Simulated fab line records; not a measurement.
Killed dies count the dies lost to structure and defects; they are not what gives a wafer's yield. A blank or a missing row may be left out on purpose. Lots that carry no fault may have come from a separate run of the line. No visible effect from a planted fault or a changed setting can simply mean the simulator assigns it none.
What tool caused it? :: flow sky130 :: 24 lots, 72 wafers sampled, at 6 steps of a route of 708

WHAT EACH GAUGE READ, for each wafer
SKY_NWELL_THK_MEAS_02. Usual: NWELL_OXIDATION_THK gives 9.99 nm (standard deviation 0.15).
lot: L074
measured: day 2 11:08
on: filmMetro-03
NWELL_OXIDATION_THK (nm): 9.95 9.96 10.06
flag: 

lot: L075
measured: day 2 16:24
on: filmMetro-04
NWELL_OXIDATION_THK (nm): 9.86 9.85 9.79
flag: 

lot: L076
measured: day 3 00:43
on: filmMetro-01
NWELL_OXIDATION_THK (nm): 10.09 10.22 10.17
flag: 

lot: L077
measured: day 3 03:37
on: filmMetro-01
NWELL_OXIDATION_THK (nm): 9.78 9.98 9.75
flag: 

lot: L078
measured: day 3 09:44
on: filmMetro-03
NWELL_OXIDATION_THK (nm): 10.17 9.86 9.89
flag: 

lot: L079
measured: day 3 14:31
on: filmMetro-01
NWELL_OXIDATION_THK (nm): 9.97 10.01 10.07
flag: 

lot: L080
measured: day 3 20:04
on: filmMetro-03
NWELL_OXIDATION_THK (nm): 10.00 10.04 10.08
flag: 

lot: L081
measured: day 4 02:12
on: filmMetro-04
NWELL_OXIDATION_THK (nm): 9.93 9.96 9.85
flag: 

lot: L082
measured: day 4 06:21
on: filmMetro-01
NWELL_OXIDATION_THK (nm): 9.85 9.88 9.93
flag: 

lot: L083
measured: day 4 11:32
on: filmMetro-01
NWELL_OXIDATION_THK (nm): 9.99 9.91 10.17
flag: 

lot: L084
measured: day 4 14:25
on: filmMetro-03
NWELL_OXIDATION_THK (nm): 10.04 9.95 9.84
flag: 

lot: L085
measured: day 4 21:38
on: filmMetro-01
NWELL_OXIDATION_THK (nm): 10.11 10.21 10.07
flag: 

lot: L086
measured: day 5 02:46
on: filmMetro-01
NWELL_OXIDATION_THK (nm): 10.18 10.11 9.97
flag: 

lot: L087
measured: day 5 08:23
on: filmMetro-03
NWELL_OXIDATION_THK (nm): 10.01 10.02 10.11
flag: 

lot: L088
measured: day 5 12:08
on: filmMetro-03
NWELL_OXIDATION_THK (nm): 9.86 10.08 10.05
flag: 

lot: L089
measured: day 5 18:15
on: filmMetro-04
NWELL_OXIDATION_THK (nm): 9.64 9.92 9.67
flag: 

lot: L090
measured: day 6 02:23
on: filmMetro-03
NWELL_OXIDATION_THK (nm): 10.10 9.95 9.88
flag: 

lot: L091
measured: day 6 10:38
on: filmMetro-03
NWELL_OXIDATION_THK (nm): 9.95 10.01 9.91
flag: 

lot: L092
measured: day 6 21:55
on: filmMetro-03
NWELL_OXIDATION_THK (nm): 9.95 10.05 9.86
flag: 

lot: L093
measured: day 6 21:54
on: filmMetro-01
NWELL_OXIDATION_THK (nm): 9.98 10.02 9.98
flag: 

lot: L094
measured: day 7 03:02
on: filmMetro-03
NWELL_OXIDATION_THK (nm): 9.89 10.01 10.14
flag: 

lot: L095
measured: day 7 03:01
on: filmMetro-01
NWELL_OXIDATION_THK (nm): 9.83 9.82 9.86
flag: 

lot: L096
measured: day 7 09:02
on: filmMetro-04
NWELL_OXIDATION_THK (nm): 10.22 9.88 10.17
flag: 

lot: L097
measured: day 7 17:14
on: filmMetro-03
NWELL_OXIDATION_THK (nm): 10.19 10.25 10.27
flag: 

SKY_VT_ADJUST_HVTR_TW_MEAS_11. Usual: VT_ADJUST_HVTR_TW gives 211.9 (standard deviation 1.9).
lot: L074
measured: day 9 07:14
on: filmMetro-03
VT_ADJUST_HVTR_TW: 207.5 208.5 208.9
flag: 

lot: L075
measured: day 9 14:17
on: filmMetro-01
VT_ADJUST_HVTR_TW: 212.7 212.9 211.8
flag: 

lot: L076
measured: day 10 02:25
on: filmMetro-01
VT_ADJUST_HVTR_TW: 213.3 212.4 212.5
flag: 

lot: L077
measured: day 10 06:35
on: filmMetro-04
VT_ADJUST_HVTR_TW: 213.6 213.3 213.2
flag: 

lot: L078
measured: day 10 16:31
on: filmMetro-04
VT_ADJUST_HVTR_TW: 212.5 213.3 212.8
flag: 

lot: L079
measured: day 10 21:59
on: filmMetro-03
VT_ADJUST_HVTR_TW: 209.0 210.1 209.9
flag: 

lot: L080
measured: day 11 03:25
on: filmMetro-04
VT_ADJUST_HVTR_TW: 212.6 213.4 212.3
flag: 

lot: L081
measured: day 11 12:35
on: filmMetro-04
VT_ADJUST_HVTR_TW: 211.9 213.5 212.3
flag: 

lot: L082
measured: day 11 18:25
on: filmMetro-01
VT_ADJUST_HVTR_TW: 213.4 213.0 211.9
flag: 

lot: L083
measured: day 12 07:56
on: filmMetro-03
VT_ADJUST_HVTR_TW: 208.7 210.8 210.6
flag: 

lot: L084
measured: day 12 08:02
on: filmMetro-01
VT_ADJUST_HVTR_TW: 213.5 214.1 214.7
flag: 

lot: L085
measured: day 12 16:46
on: filmMetro-03
VT_ADJUST_HVTR_TW: 208.8 208.6 209.1
flag: 

lot: L086
measured: day 13 02:23
on: filmMetro-03
VT_ADJUST_HVTR_TW: 209.9 208.6 208.1
flag: 

lot: L087
measured: day 13 09:07
on: filmMetro-01
VT_ADJUST_HVTR_TW: 213.7 213.3 213.0
flag: 

lot: L088
measured: day 13 15:51
on: filmMetro-03
VT_ADJUST_HVTR_TW: 209.4 209.4 208.6
flag: 

lot: L089
measured: day 14 01:02
on: filmMetro-01
VT_ADJUST_HVTR_TW: 214.5 212.5 213.9
flag: 

lot: L090
measured: day 14 09:22
on: filmMetro-01
VT_ADJUST_HVTR_TW: 212.9 213.3 213.3
flag: 

lot: L091
measured: day 14 22:31
on: filmMetro-01
VT_ADJUST_HVTR_TW: 214.1 213.5 213.6
flag: 

lot: L092
measured: day 15 14:06
on: filmMetro-01
VT_ADJUST_HVTR_TW: 212.4 213.3 212.8
flag: 

lot: L093
measured: day 15 14:44
on: filmMetro-03
VT_ADJUST_HVTR_TW: 209.3 209.3 208.8
flag: 

lot: L094
measured: day 15 22:45
on: filmMetro-04
VT_ADJUST_HVTR_TW: 212.3 211.8 211.7
flag: 

lot: L095
measured: day 15 21:25
on: filmMetro-01
VT_ADJUST_HVTR_TW: 213.7 211.8 214.0
flag: 

lot: L096
measured: day 16 06:33
on: filmMetro-01
VT_ADJUST_HVTR_TW: 212.8 213.6 212.7
flag: 

lot: L097
measured: day 16 17:59
on: filmMetro-04
VT_ADJUST_HVTR_TW: 214.0 213.3 213.5
flag: 

SKY_POLY_GATE_OVL_MEAS_14. Usual: POLY_GATE_OVL gives 1 nm (standard deviation 5.7).
lot: L074
measured: day 16 04:36
on: overlay-01
POLY_GATE_OVL (nm): 6 4 7
flag: 

lot: L075
measured: day 16 09:37
on: overlay-01
POLY_GATE_OVL (nm): 9 8 9
flag: 

lot: L076
measured: day 17 01:04
on: overlay-01
POLY_GATE_OVL (nm): 7 6 9
flag: 

lot: L077
measured: day 17 06:13
on: overlay-02
POLY_GATE_OVL (nm): 7 1 4
flag: 

lot: L078
measured: day 17 23:15
on: overlay-01
POLY_GATE_OVL (nm): -3 -3 -5
flag: 

lot: L079
measured: day 18 04:37
on: overlay-02
POLY_GATE_OVL (nm): 10 8 10
flag: 

lot: L080
measured: day 18 14:10
on: overlay-01
POLY_GATE_OVL (nm): -3 -3 -4
flag: 

lot: L081
measured: day 18 22:45
on: overlay-02
POLY_GATE_OVL (nm): -5 2 0
flag: 

lot: L082
measured: day 19 05:10
on: overlay-01
POLY_GATE_OVL (nm): -7 -4 3
flag: 

lot: L083
measured: day 19 19:33
on: overlay-01
POLY_GATE_OVL (nm): 7 3 2
flag: 

lot: L084
measured: day 19 20:21
on: overlay-01
POLY_GATE_OVL (nm): 1 0 3
flag: 

lot: L085
measured: day 20 06:52
on: overlay-02
POLY_GATE_OVL (nm): 7 5 7
flag: 

lot: L086
measured: day 20 21:00
on: overlay-02
POLY_GATE_OVL (nm): 0 0 3
flag: 

lot: L087
measured: day 21 03:31
on: overlay-02
POLY_GATE_OVL (nm): 4 0 4
flag: 

lot: L088
measured: day 21 10:28
on: overlay-02
POLY_GATE_OVL (nm): -1 -1 -3
flag: 

lot: L089
measured: day 21 20:43
on: overlay-02
POLY_GATE_OVL (nm): 6 1 5
flag: 

lot: L090
measured: day 22 07:10
on: overlay-02
POLY_GATE_OVL (nm): -1 -3 3
flag: 

lot: L091
measured: day 22 21:56
on: overlay-02
POLY_GATE_OVL (nm): 4 0 -9
flag: 

lot: L092
measured: day 23 14:04
on: overlay-01
POLY_GATE_OVL (nm): 6 0 4
flag: 

lot: L093
measured: day 23 14:24
on: overlay-01
POLY_GATE_OVL (nm): -1 -2 -4
flag: 

lot: L094
measured: day 24 00:49
on: overlay-02
POLY_GATE_OVL (nm): -8 -11 -8
flag: 

lot: L095
measured: day 23 19:03
on: overlay-02
POLY_GATE_OVL (nm): -8 3 -1
flag: 

lot: L096
measured: day 24 07:42
on: overlay-01
POLY_GATE_OVL (nm): -8 -8 -1
flag: 

lot: L097
measured: day 24 19:33
on: overlay-01
POLY_GATE_OVL (nm): -7 -8 -10
flag: 

EACH LOT AND THE TOOL THAT RAN IT (in order: tool; ch and the chambers of the sampled wafers; start)
lot: L074
SKY_FIELD_ISO_ETCH_14: rieDiel-04 ch 0,1,3, day 2 05:22
SKY_FIELD_ISO_ETCH_17: rieSi-01 ch 0,1,2, day 2 05:34
SKY_SONOS_ONO_ETCH_15: rieDiel-01 ch 1,2,3, day 12 11:58

lot: L075
SKY_FIELD_ISO_ETCH_14: rieDiel-02 ch 0,1,3, day 2 09:17
SKY_FIELD_ISO_ETCH_17: rieSi-02 ch 0,1,2, day 2 09:28
SKY_SONOS_ONO_ETCH_15: rieDiel-03 ch 0,2, day 12 16:35

lot: L076
SKY_FIELD_ISO_ETCH_14: rieDiel-02 ch 1,3, day 2 16:37
SKY_FIELD_ISO_ETCH_17: rieSi-01 ch 0,3, day 2 16:49
SKY_SONOS_ONO_ETCH_15: rieDiel-03 ch 1,2,3, day 13 08:34

lot: L077
SKY_FIELD_ISO_ETCH_14: rieDiel-02 ch 0,3, day 2 20:21
SKY_FIELD_ISO_ETCH_17: rieSi-02 ch 0,1,3, day 2 20:33
SKY_SONOS_ONO_ETCH_15: rieDiel-04 ch 0,1, day 13 11:32

lot: L078
SKY_FIELD_ISO_ETCH_14: rieDiel-03 ch 1,2, day 3 02:06
SKY_FIELD_ISO_ETCH_17: rieSi-01 ch 0,2, day 3 02:18
SKY_SONOS_ONO_ETCH_15: rieDiel-04 ch 1,3, day 14 02:25

lot: L079
SKY_FIELD_ISO_ETCH_14: rieDiel-02 ch 0,1,2, day 3 06:38
SKY_FIELD_ISO_ETCH_17: rieSi-02 ch 0,3, day 3 06:49
SKY_SONOS_ONO_ETCH_15: rieDiel-04 ch 0,1,3, day 14 06:19

lot: L080
SKY_FIELD_ISO_ETCH_14: rieDiel-04 ch 0,3, day 3 12:34
SKY_FIELD_ISO_ETCH_17: rieSi-01 ch 0,1,2, day 3 12:49
SKY_SONOS_ONO_ETCH_15: rieDiel-04 ch 0,1,3, day 14 13:47

lot: L081
SKY_FIELD_ISO_ETCH_14: rieDiel-03 ch 0,2,3, day 3 20:05
SKY_FIELD_ISO_ETCH_17: rieSi-01 ch 1,2,3, day 3 20:16
SKY_SONOS_ONO_ETCH_15: rieDiel-04 ch 0,1,2, day 15 02:52

lot: L082
SKY_FIELD_ISO_ETCH_14: rieDiel-04 ch 0,2,3, day 3 22:58
SKY_FIELD_ISO_ETCH_17: rieSi-01 ch 0,3, day 3 23:10
SKY_SONOS_ONO_ETCH_15: rieDiel-01 ch 0,1,3, day 15 04:53

lot: L083
SKY_FIELD_ISO_ETCH_14: rieDiel-04 ch 2,3, day 4 03:17
SKY_FIELD_ISO_ETCH_17: rieSi-01 ch 0,1,3, day 4 03:28
SKY_SONOS_ONO_ETCH_15: rieDiel-01 ch 1,2, day 15 19:01

lot: L084
SKY_FIELD_ISO_ETCH_14: rieDiel-02 ch 0,1,2, day 4 08:18
SKY_FIELD_ISO_ETCH_17: rieSi-01 ch 0,1,2, day 4 08:30
SKY_SONOS_ONO_ETCH_15: rieDiel-03 ch 1,2,3, day 15 19:40

lot: L085
SKY_FIELD_ISO_ETCH_14: rieDiel-03 ch 0,1,2, day 4 13:24
SKY_FIELD_ISO_ETCH_17: rieSi-02 ch 1,2,3, day 4 13:34
SKY_SONOS_ONO_ETCH_15: rieDiel-01 ch 0,2,3, day 16 04:36

lot: L086
SKY_FIELD_ISO_ETCH_14: rieDiel-03 ch 0,1, day 4 19:08
SKY_FIELD_ISO_ETCH_17: rieSi-02 ch 1,3, day 4 19:19
SKY_SONOS_ONO_ETCH_15: rieDiel-01 ch 2,3, day 16 18:41

lot: L087
SKY_FIELD_ISO_ETCH_14: rieDiel-02 ch 0,1, day 5 00:42
SKY_FIELD_ISO_ETCH_17: rieSi-01 ch 0,1,3, day 5 00:54
SKY_SONOS_ONO_ETCH_15: rieDiel-04 ch 0,2,3, day 17 00:01

lot: L088
SKY_FIELD_ISO_ETCH_14: rieDiel-04 ch 0,2, day 5 04:16
SKY_FIELD_ISO_ETCH_17: rieSi-02 ch 0,2, day 5 04:28
SKY_SONOS_ONO_ETCH_15: rieDiel-03 ch 0,3, day 17 07:25

lot: L089
SKY_FIELD_ISO_ETCH_14: rieDiel-04 ch 0,1, day 5 10:23
SKY_FIELD_ISO_ETCH_17: rieSi-02 ch 0,1,3, day 5 10:34
SKY_SONOS_ONO_ETCH_15: rieDiel-03 ch 1,2, day 17 16:34

lot: L090
SKY_FIELD_ISO_ETCH_14: rieDiel-04 ch 0,1,3, day 5 16:04
SKY_FIELD_ISO_ETCH_17: rieSi-02 ch 0,1,3, day 5 16:16
SKY_SONOS_ONO_ETCH_15: rieDiel-01 ch 1,2,3, day 18 04:40

lot: L091
SKY_FIELD_ISO_ETCH_14: rieDiel-02 ch 0,3, day 5 20:01
SKY_FIELD_ISO_ETCH_17: rieSi-01 ch 1,3, day 5 20:13
SKY_SONOS_ONO_ETCH_15: rieDiel-03 ch 0,1,3, day 18 18:52

lot: L092
SKY_FIELD_ISO_ETCH_14: rieDiel-04 ch 2,3, day 6 01:02
SKY_FIELD_ISO_ETCH_17: rieSi-01 ch 0,2, day 6 01:14
SKY_SONOS_ONO_ETCH_15: rieDiel-04 ch 0,1,3, day 19 10:26

lot: L093
SKY_FIELD_ISO_ETCH_14: rieDiel-04 ch 0,1,2, day 6 07:10
SKY_FIELD_ISO_ETCH_17: rieSi-02 ch 0,2,3, day 6 07:22
SKY_SONOS_ONO_ETCH_15: rieDiel-03 ch 0,2,3, day 19 11:38

lot: L094
SKY_FIELD_ISO_ETCH_14: rieDiel-03 ch 1,2, day 6 12:43
SKY_FIELD_ISO_ETCH_17: rieSi-01 ch 0,1,3, day 6 12:55
SKY_SONOS_ONO_ETCH_15: rieDiel-04 ch 0,2,3, day 19 22:22

lot: L095
SKY_FIELD_ISO_ETCH_14: rieDiel-02 ch 1,2,3, day 6 16:58
SKY_FIELD_ISO_ETCH_17: rieSi-02 ch 0,1,3, day 6 17:10
SKY_SONOS_ONO_ETCH_15: rieDiel-01 ch 0,2,3, day 19 17:25

lot: L096
SKY_FIELD_ISO_ETCH_14: rieDiel-03 ch 1,2, day 7 01:16
SKY_FIELD_ISO_ETCH_17: rieSi-01 ch 1,2,3, day 7 01:28
SKY_SONOS_ONO_ETCH_15: rieDiel-04 ch 0,2,3, day 20 06:43

lot: L097
SKY_FIELD_ISO_ETCH_14: rieDiel-02 ch 0,1,3, day 7 11:30
SKY_FIELD_ISO_ETCH_17: rieSi-02 ch 1,2,3, day 7 11:42
SKY_SONOS_ONO_ETCH_15: rieDiel-01 ch 0,1,3, day 20 17:40
- SKY_FIELD_ISO_ETCH_14: etches BARC in N2/H2, stops on SiO2, time 45.9 s, target depth 60 nm.
- SKY_FIELD_ISO_ETCH_17: etches Si in HBr/Cl2/O2, target depth 342 nm, time 97.7 s.
- SKY_SONOS_ONO_ETCH_15: etches the open film in CHF3/O2, target depth 19.52 nm, time 7.8 s.

WHAT THE TOOLS THEMSELVES READ (means of the sampled wafers that have a number; where no wafer has one, the mark that the record gives instead)
SKY_FIELD_ISO_ETCH_14. Usual: drypumpMotorCurrentA 5.9 A, standard deviation 0.34; oesProductAu 0.855 a.u., standard deviation 0.0054; throttleValvePct 13.225 %, standard deviation 0.0086.
lot: L074
tool: rieDiel-04
drypumpMotorCurrentA (A): 5.6
oesProductAu (a.u.): 0.862
throttleValvePct (%): 13.221
flag: 

lot: L075
tool: rieDiel-02
drypumpMotorCurrentA (A): 6.0
oesProductAu (a.u.): 0.853
throttleValvePct (%): 13.223
flag: 

lot: L076
tool: rieDiel-02
drypumpMotorCurrentA (A): 6.0
oesProductAu (a.u.): 0.859
throttleValvePct (%): 13.226
flag: 

lot: L077
tool: rieDiel-02
drypumpMotorCurrentA (A): 6.2
oesProductAu (a.u.): 0.854
throttleValvePct (%): 13.225
flag: 

lot: L078
tool: rieDiel-03
drypumpMotorCurrentA (A): 6.3
oesProductAu (a.u.): 0.851
throttleValvePct (%): 13.229
flag: 

lot: L079
tool: rieDiel-02
drypumpMotorCurrentA (A): 5.8
oesProductAu (a.u.): 0.855
throttleValvePct (%): 13.224
flag: 

lot: L080
tool: rieDiel-04
drypumpMotorCurrentA (A): 5.5
oesProductAu (a.u.): 0.855
throttleValvePct (%): 13.228
flag: 

lot: L081
tool: rieDiel-03
drypumpMotorCurrentA (A): 6.1
oesProductAu (a.u.): 0.860
throttleValvePct (%): 13.234
flag: 

lot: L082
tool: rieDiel-04
drypumpMotorCurrentA (A): 5.6
oesProductAu (a.u.): 0.856
throttleValvePct (%): 13.221
flag: 

lot: L083
tool: rieDiel-04
drypumpMotorCurrentA (A): 5.6
oesProductAu (a.u.): 0.853
throttleValvePct (%): 13.222
flag: 

lot: L084
tool: rieDiel-02
drypumpMotorCurrentA (A): 5.8
oesProductAu (a.u.): 0.857
throttleValvePct (%): 13.229
flag: 

lot: L085
tool: rieDiel-03
drypumpMotorCurrentA (A): 6.1
oesProductAu (a.u.): 0.853
throttleValvePct (%): 13.232
flag: 

lot: L086
tool: rieDiel-03
drypumpMotorCurrentA (A): 6.1
oesProductAu (a.u.): 0.860
throttleValvePct (%): 13.215
flag: 

lot: L087
tool: rieDiel-02
drypumpMotorCurrentA (A): 5.8
oesProductAu (a.u.): 0.857
throttleValvePct (%): 13.221
flag: 

lot: L088
tool: rieDiel-04
drypumpMotorCurrentA (A): 5.8
oesProductAu (a.u.): 0.845
throttleValvePct (%): 13.227
flag: 

lot: L089
tool: rieDiel-04
drypumpMotorCurrentA (A): 5.6
oesProductAu (a.u.): 0.858
throttleValvePct (%): 13.226
flag: 

lot: L090
tool: rieDiel-04
drypumpMotorCurrentA (A): 5.6
oesProductAu (a.u.): 0.853
throttleValvePct (%): 13.228
flag: 

lot: L091
tool: rieDiel-02
drypumpMotorCurrentA (A): 6.2
oesProductAu (a.u.): 0.856
throttleValvePct (%): 13.222
flag: 

lot: L092
tool: rieDiel-04
drypumpMotorCurrentA (A): 5.6
oesProductAu (a.u.): 0.852
throttleValvePct (%): 13.228
flag: 

lot: L093
tool: rieDiel-04
drypumpMotorCurrentA (A): 5.8
oesProductAu (a.u.): 0.855
throttleValvePct (%): 13.218
flag: 

lot: L094
tool: rieDiel-03
drypumpMotorCurrentA (A): 6.3
oesProductAu (a.u.): 0.858
throttleValvePct (%): 13.220
flag: 

lot: L095
tool: rieDiel-02
drypumpMotorCurrentA (A): 6.0
oesProductAu (a.u.): 0.850
throttleValvePct (%): 13.231
flag: 

lot: L096
tool: rieDiel-03
drypumpMotorCurrentA (A): 6.3
oesProductAu (a.u.): 0.856
throttleValvePct (%): 13.230
flag: 

lot: L097
tool: rieDiel-02
drypumpMotorCurrentA (A): 6.0
oesProductAu (a.u.): 0.853
throttleValvePct (%): 13.219
flag: 

SKY_FIELD_ISO_ETCH_17. Usual: O2_flow_sccm 5.997 sccm, standard deviation 0.018; drypumpMotorCurrentA 5.6 A, standard deviation 0.45; oesProductAu 1.002 a.u., standard deviation 0.0099; throttleValvePct 25.654 %, standard deviation 0.012.
lot: L074
tool: rieSi-01
O2_flow_sccm (sccm): 5.996
drypumpMotorCurrentA (A): 5.4
oesProductAu (a.u.): 0.997
throttleValvePct (%): 25.663
flag: 

lot: L075
tool: rieSi-02
O2_flow_sccm (sccm): 5.990
drypumpMotorCurrentA (A): 5.7
oesProductAu (a.u.): 1.002
throttleValvePct (%): 25.659
flag: 

lot: L076
tool: rieSi-01
O2_flow_sccm (sccm): 6.009
drypumpMotorCurrentA (A): 5.3
oesProductAu (a.u.): 0.999
throttleValvePct (%): 25.663
flag: 

lot: L077
tool: rieSi-02
O2_flow_sccm (sccm): 6.005
drypumpMotorCurrentA (A): 5.8
oesProductAu (a.u.): 0.995
throttleValvePct (%): 25.660
flag: 

lot: L078
tool: rieSi-01
O2_flow_sccm (sccm): 5.994
drypumpMotorCurrentA (A): 5.1
oesProductAu (a.u.): 1.000
throttleValvePct (%): 25.657
flag: 

lot: L079
tool: rieSi-02
O2_flow_sccm (sccm): 5.980
drypumpMotorCurrentA (A): 5.8
oesProductAu (a.u.): 1.000
throttleValvePct (%): 25.652
flag: 

lot: L080
tool: rieSi-01
O2_flow_sccm (sccm): 5.999
drypumpMotorCurrentA (A): 5.4
oesProductAu (a.u.): 1.006
throttleValvePct (%): 25.656
flag: 

lot: L081
tool: rieSi-01
O2_flow_sccm (sccm): 6.014
drypumpMotorCurrentA (A): 5.7
oesProductAu (a.u.): 0.995
throttleValvePct (%): 25.655
flag: 

lot: L082
tool: rieSi-01
O2_flow_sccm (sccm): 6.006
drypumpMotorCurrentA (A): 5.3
oesProductAu (a.u.): 1.003
throttleValvePct (%): 25.660
flag: 

lot: L083
tool: rieSi-01
O2_flow_sccm (sccm): 5.989
drypumpMotorCurrentA (A): 5.5
oesProductAu (a.u.): 1.007
throttleValvePct (%): 25.654
flag: 

lot: L084
tool: rieSi-01
O2_flow_sccm (sccm): 6.017
drypumpMotorCurrentA (A): 5.4
oesProductAu (a.u.): 1.014
throttleValvePct (%): 25.642
flag: 

lot: L085
tool: rieSi-02
O2_flow_sccm (sccm): 5.989
drypumpMotorCurrentA (A): 6.0
oesProductAu (a.u.): 1.007
throttleValvePct (%): 25.652
flag: 

lot: L086
tool: rieSi-02
O2_flow_sccm (sccm): 6.004
drypumpMotorCurrentA (A): 5.9
oesProductAu (a.u.): 1.000
throttleValvePct (%): 25.655
flag: 

lot: L087
tool: rieSi-01
O2_flow_sccm (sccm): 6.001
drypumpMotorCurrentA (A): 5.5
oesProductAu (a.u.): 1.003
throttleValvePct (%): 25.659
flag: 

lot: L088
tool: rieSi-02
O2_flow_sccm (sccm): 6.006
drypumpMotorCurrentA (A): 5.8
oesProductAu (a.u.): 1.003
throttleValvePct (%): 25.646
flag: 

lot: L089
tool: rieSi-02
O2_flow_sccm (sccm): 6.006
drypumpMotorCurrentA (A): 5.8
oesProductAu (a.u.): 1.001
throttleValvePct (%): 25.656
flag: 

lot: L090
tool: rieSi-02
O2_flow_sccm (sccm): 5.978
drypumpMotorCurrentA (A): 5.8
oesProductAu (a.u.): 0.998
throttleValvePct (%): 25.658
flag: 

lot: L091
tool: rieSi-01
O2_flow_sccm (sccm): 6.004
drypumpMotorCurrentA (A): 5.8
oesProductAu (a.u.): 1.000
throttleValvePct (%): 25.658
flag: 

lot: L092
tool: rieSi-01
O2_flow_sccm (sccm): 5.990
drypumpMotorCurrentA (A): 4.9
oesProductAu (a.u.): 1.004
throttleValvePct (%): 25.655
flag: 

lot: L093
tool: rieSi-02
O2_flow_sccm (sccm): 5.980
drypumpMotorCurrentA (A): 5.8
oesProductAu (a.u.): 1.006
throttleValvePct (%): 25.657
flag: 

lot: L094
tool: rieSi-01
O2_flow_sccm (sccm): 6.000
drypumpMotorCurrentA (A): 5.5
oesProductAu (a.u.): 1.009
throttleValvePct (%): 25.654
flag: 

lot: L095
tool: rieSi-02
O2_flow_sccm (sccm): 5.981
drypumpMotorCurrentA (A): 5.8
oesProductAu (a.u.): 1.009
throttleValvePct (%): 25.642
flag: 

lot: L096
tool: rieSi-01
O2_flow_sccm (sccm): 6.004
drypumpMotorCurrentA (A): 5.7
oesProductAu (a.u.): 0.993
throttleValvePct (%): 25.654
flag: 

lot: L097
tool: rieSi-02
O2_flow_sccm (sccm): 6.005
drypumpMotorCurrentA (A): 5.9
oesProductAu (a.u.): 0.998
throttleValvePct (%): 25.654
flag: 

SKY_SONOS_ONO_ETCH_15. Usual: O2_flow_sccm 5.000 sccm, standard deviation 0.014; drypumpMotorCurrentA 5.9 A, standard deviation 0.31; oesProductAu 1.001 a.u., standard deviation 0.012; throttleValvePct 8.825 %, standard deviation 0.01.
lot: L074
tool: rieDiel-01
O2_flow_sccm (sccm): 5.011
drypumpMotorCurrentA (A): 6.0
oesProductAu (a.u.): 0.991
throttleValvePct (%): 8.808
flag: 

lot: L075
tool: rieDiel-03
O2_flow_sccm (sccm): 4.980
drypumpMotorCurrentA (A): 6.1
oesProductAu (a.u.): 0.995
throttleValvePct (%): 8.825
flag: 

lot: L076
tool: rieDiel-03
O2_flow_sccm (sccm): 4.995
drypumpMotorCurrentA (A): 6.2
oesProductAu (a.u.): 0.995
throttleValvePct (%): 8.826
flag: 

lot: L077
tool: rieDiel-04
O2_flow_sccm (sccm): 4.991
drypumpMotorCurrentA (A): 5.8
oesProductAu (a.u.): 1.012
throttleValvePct (%): 8.835
flag: 

lot: L078
tool: rieDiel-04
O2_flow_sccm (sccm): 4.981
drypumpMotorCurrentA (A): 5.6
oesProductAu (a.u.): 0.999
throttleValvePct (%): 8.830
flag: 

lot: L079
tool: rieDiel-04
O2_flow_sccm (sccm): 5.011
drypumpMotorCurrentA (A): 5.5
oesProductAu (a.u.): 1.011
throttleValvePct (%): 8.828
flag: 

lot: L080
tool: rieDiel-04
O2_flow_sccm (sccm): 5.001
drypumpMotorCurrentA (A): 5.6
oesProductAu (a.u.): 1.000
throttleValvePct (%): 8.819
flag: 

lot: L081
tool: rieDiel-04
O2_flow_sccm (sccm): 4.993
drypumpMotorCurrentA (A): 5.8
oesProductAu (a.u.): 1.011
throttleValvePct (%): 8.824
flag: 

lot: L082
tool: rieDiel-01
O2_flow_sccm (sccm): 5.001
drypumpMotorCurrentA (A): 6.0
oesProductAu (a.u.): 0.995
throttleValvePct (%): 8.830
flag: 

lot: L083
tool: rieDiel-01
O2_flow_sccm (sccm): 4.990
drypumpMotorCurrentA (A): 5.8
oesProductAu (a.u.): 0.999
throttleValvePct (%): 8.825
flag: 

lot: L084
tool: rieDiel-03
O2_flow_sccm (sccm): 5.002
drypumpMotorCurrentA (A): 6.2
oesProductAu (a.u.): 1.014
throttleValvePct (%): 8.826
flag: 

lot: L085
tool: rieDiel-01
O2_flow_sccm (sccm): 4.994
drypumpMotorCurrentA (A): 5.8
oesProductAu (a.u.): 1.003
throttleValvePct (%): 8.831
flag: 

lot: L086
tool: rieDiel-01
O2_flow_sccm (sccm): 5.011
drypumpMotorCurrentA (A): 6.0
oesProductAu (a.u.): 0.993
throttleValvePct (%): 8.811
flag: 

lot: L087
tool: rieDiel-04
O2_flow_sccm (sccm): 4.986
drypumpMotorCurrentA (A): 5.6
oesProductAu (a.u.): 1.006
throttleValvePct (%): 8.818
flag: 

lot: L088
tool: rieDiel-03
O2_flow_sccm (sccm): 5.003
drypumpMotorCurrentA (A): 6.0
oesProductAu (a.u.): 0.989
throttleValvePct (%): 8.820
flag: 

lot: L089
tool: rieDiel-03
O2_flow_sccm (sccm): 4.987
drypumpMotorCurrentA (A): 6.3
oesProductAu (a.u.): 0.996
throttleValvePct (%): 8.826
flag: 

lot: L090
tool: rieDiel-01
O2_flow_sccm (sccm): 5.014
drypumpMotorCurrentA (A): 5.9
oesProductAu (a.u.): 0.989
throttleValvePct (%): 8.812
flag: 

lot: L091
tool: rieDiel-03
O2_flow_sccm (sccm): 4.999
drypumpMotorCurrentA (A): 6.0
oesProductAu (a.u.): 1.001
throttleValvePct (%): 8.835
flag: 

lot: L092
tool: rieDiel-04
O2_flow_sccm (sccm): 5.000
drypumpMotorCurrentA (A): 5.6
oesProductAu (a.u.): 1.014
throttleValvePct (%): 8.833
flag: 

lot: L093
tool: rieDiel-03
O2_flow_sccm (sccm): 5.003
drypumpMotorCurrentA (A): 6.1
oesProductAu (a.u.): 1.006
throttleValvePct (%): 8.824
flag: 

lot: L094
tool: rieDiel-04
O2_flow_sccm (sccm): 4.996
drypumpMotorCurrentA (A): 5.6
oesProductAu (a.u.): 1.007
throttleValvePct (%): 8.833
flag: 

lot: L095
tool: rieDiel-01
O2_flow_sccm (sccm): 4.997
drypumpMotorCurrentA (A): 5.8
oesProductAu (a.u.): 0.996
throttleValvePct (%): 8.821
flag: 

lot: L096
tool: rieDiel-04
O2_flow_sccm (sccm): 5.000
drypumpMotorCurrentA (A): 5.6
oesProductAu (a.u.): 1.006
throttleValvePct (%): 8.831
flag: 

lot: L097
tool: rieDiel-01
O2_flow_sccm (sccm): 5.001
drypumpMotorCurrentA (A): 6.0
oesProductAu (a.u.): 0.989
throttleValvePct (%): 8.818
flag: 

THE ANSWER, worked out from the rows above alone
Rule: a lot counts as off when the mean over its wafers that have a number is more than 3 standard deviations away from the usual mean. Also off: a lot with no number at a reading for which 4 or more lots have one. All remaining lots with rows at the step are treated as sound. After the gauges, taken in route order, come the tools' own readings; for these a lot's mean is taken, as printed above. At the first step where some lot is off, the reading lying furthest off is the one used; lots without a number count as furthest.
No lot is off at any reading shown: from this, nothing can be told.

WHAT WAS PUT IN BY THE SIMULATOR
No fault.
